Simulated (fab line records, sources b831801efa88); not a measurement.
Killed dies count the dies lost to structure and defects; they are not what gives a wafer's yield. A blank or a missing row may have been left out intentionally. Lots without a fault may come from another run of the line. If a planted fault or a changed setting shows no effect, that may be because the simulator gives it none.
Matching of chambers ; flow sky130 ; cmp-02 running SKY_VIA4_CMP_21: 4 sister chambers
The step polishes, stops on SiO2, t overpolish 25 s, target thk 0 nm. 4 wafers are shown with their chamber, then 12 later ones without.

WAFERS, EACH WITH ITS CHAMBER
wafer;chamber;motor current A (A)
L089.1;0;10.6
L089.2;1;10.1
L091.3;2;12.2
L091.6;3;10.6

WAFERS WITH NO CHAMBER GIVEN
wafer;motor current A (A)
L092.2;12.2
L092.4;11.0
L092.6;9.7
L093.2;11.7
L093.4;10.6
L093.6;12.2
L096.2;9.7
L096.4;10.7
L096.6;10.3
L097.2;10.9
L097.3;12.1
L097.5;9.4

EACH ONE'S CHAMBER
wafer;from the rows above;in truth
L092.2;2;2
L092.4;can't be placed: 0 or 3 or 1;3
L092.6;can't be placed: 1 or 0 or 3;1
L093.2;can't be placed: 2 or 0 or 3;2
L093.4;can't be placed: 0 or 3 or 1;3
L093.6;2;2
L096.2;can't be placed: 1 or 0 or 3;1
L096.4;can't be placed: 0 or 3 or 1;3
L096.6;can't be placed: 1 or 0 or 3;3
L097.2;can't be placed: 0 or 3 or 1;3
L097.3;2;2
L097.5;can't be placed: 1 or 0 or 3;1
Placed correctly: 3 of 12. From these rows, 9 cannot be placed; in 9 the true chamber is one of the candidates. Number placed wrongly: 0.
How it was worked out, from the rows above alone: a wafer's distance from a chamber is the root of the sum, over the readings, of the square of ((its reading less the chamber's mean) divided by the reading's scatter). If the next closest chamber is less than 2 further off than the closest, the wafer can't be placed; otherwise it belongs to the closest. For every chamber, the mean is computed from those of its wafers that are shown. The scatter: root of mean squared gap, hidden wafer to nearest shown wafer, with one shown wafer a chamber.
